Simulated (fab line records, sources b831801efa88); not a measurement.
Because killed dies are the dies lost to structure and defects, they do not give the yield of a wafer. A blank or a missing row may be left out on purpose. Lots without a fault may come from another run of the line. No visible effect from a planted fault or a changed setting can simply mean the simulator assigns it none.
A lot that was struck, set against a sound lot | flow sky130 | 17 steps out of a route of 708
Sound: the wafers L116.3, L116.5, L116.6. Wafers struck: L118.1, L118.4, L118.6. The cause comes at the end.
Per side, at each step with rows, come the tool, then ch with its chambers, and then its first start. Under that, the readings that differ: sound wafers | struck wafers | difference of the means | sigmas: that difference in standard deviations of wafers without a fault.
alike: a reading whose means differ by less than 2 such deviations, as well as words and numbers matching on both sides. not compared: withheld readings; readings where some wafer has no value; bounds like >300 that might hide an equal value; numbers whose values overlap and for which the record gives no deviation.
Wherever a step has rows on one side only, a row that says differs or no value, or a row with sigmas, the two part there. Numbers that don't overlap but have no deviation are shown without sigmas and don't part them. A reading that every wafer of one side lacks parts them only if that side has two wafers or more.

SKY_LDD_P_OVL_MEAS_08:
  sound: overlay-01 at day 19 16:19; struck: overlay-02 at day 20 02:27
  alike: LDD_P_OVL
next, for these wafers, 1 step has no rows: SKY_LDD_P_IMPLANT_09.
SKY_LDD_P_STRIP_10: strips in O2/N2.
  sound on plasma-asher-04 ch 0,1, day 19 16:31; struck on plasma-asher-01 ch 0,1, day 20 02:38
  alike: drypump-motor-current-A, oes-product-au, strip-time-to-endpoint-s
  not compared: rf-hours-counter-h
SKY_LDD_P_TW_MEAS_11:
  sound: film-metro-01 at day 19 16:36; struck: film-metro-03 at day 20 02:44
  alike: LDD_P_TW
then, 7 steps without rows for these wafers: SKY_LDD_HVN_DEHYDRATE_00 (time 60 s); SKY_LDD_HVN_HMDS_01 (prime time 60 s); SKY_LDD_HVN_COAT_02 (resist thk 300 nm); SKY_LDD_HVN_SOFTBAKE_03 (time 60 s); SKY_LDD_HVN_EXPOSE_04 (exposes mask HVNTM, target cd 700 nm); SKY_LDD_HVN_PEB_05; SKY_LDD_HVN_DEVELOP_06 (develop time 60 s).
SKY_LDD_HVN_OVL_MEAS_07:
  sound: overlay-02 at day 20 22:47; struck: overlay-01 at day 21 09:20
  reading          | sound          | struck       | difference | sigmas
  LDD_HVN_OVL (nm) | -1.7 -2.1 -2.8 | 1.0 -0.4 2.8 | +3.3       | +3
SKY_LDD_HVN_IMPLANT_08:
  sound on implanter-03 ch 0, day 20 22:55; struck on implanter-04 ch 0, day 21 09:22
  reading            | sound                 | struck                        | difference | sigmas
  dose-ions-cm2      | 3e+13 3.001e+13 3e+13 | 2.004e+13 2.003e+13 2.008e+13 | -9.953e+12 | -99 or more
  faraday-current-uA | 167 168 169           | 116 114 114                   | -53        | -16
SKY_LDD_HVN_STRIP_09: strips in O2/N2.
  sound on plasma-asher-04 ch 0,1, day 20 23:09; struck on plasma-asher-04 ch 0,1, day 21 09:31
  reading                      | sound             | struck            | difference | sigmas
  strip-time-to-endpoint-s (s) | 4.126 4.142 4.109 | 4.160 4.158 4.170 | +0.037     | +2
  alike: drypump-motor-current-A, oes-product-au
  not compared: rf-hours-counter-h
SKY_LDD_HVN_TW_MEAS_10:
  sound: film-metro-01 at day 20 23:14; struck: film-metro-01 at day 21 09:37
  reading    | sound          | struck         | difference | sigmas
  LDD_HVN_TW | 1414 1424 1415 | 1253 1252 1248 | -167       | -24
then, 1 step without rows for these wafers: SKY_LDD_HVP_DEHYDRATE_00 (time 60 s).
-- a jump in the record: the struck wafers' starts before and after are 25 days apart (it breaks off in module LDD_HVP and resumes in module PAD_OPEN, where the first step shown is number 708 of the route) --
SKY_PAD_OPEN_PROBE_99:
  sound: prober-01 at day 46 02:22; struck: prober-02 at day 46 11:29
  reading                                 | sound                | struck               | difference | sigmas
  killed_at_M4_up                         | 1 3 2                | 9 5 7                | +5         | +3
  model.etest.tip_n_5v.rs-ohm-sq          | 1387 1398 1384       | 1894 1886 1869       | +493       |
  model.etest.nfet-g5v0d10v5.r-on-ohm-um  | 1868 1871 1877       | 1992 1968 1971       | +105       |
  model.etest.tip_n_5v.rs-ohm-sq-range    | 26.62 41.84 12.27    | 78.45 65.05 48.4     | +37.06     |
  model.etest.nfet-g5v0d10v5.drive-ua-um  | 609.5 615.5 607.4    | 568.5 580 583.2      | -33.6      |
  model.etest.nfet_05v0_nvt.drive-ua-um   | 580 584 577.8        | 558 568 569.8        | -15        |
  model.etest.nfet-g5v0d10v5.vt-sat-v (V) | 0.7689 0.7493 0.7734 | 0.8003 0.7972 0.8063 | +0.0374    |
  model.etest.nfet-g5v0d10v5.vt-v (V)     | 0.8283 0.8098 0.8345 | 0.8455 0.8389 0.8536 | +0.0218    |
  alike: killed_at_M0_to_M3, killed-at-contacts, killed-at-front-end, killed-at-other, killed-dies, killed-open, killed-short

## WHERE THEY PART
First at SKY_LDD_HVN_OVL_MEAS_07; last, within this record, at SKY_PAD_OPEN_PROBE_99.

WHY: the cause the simulator had injected
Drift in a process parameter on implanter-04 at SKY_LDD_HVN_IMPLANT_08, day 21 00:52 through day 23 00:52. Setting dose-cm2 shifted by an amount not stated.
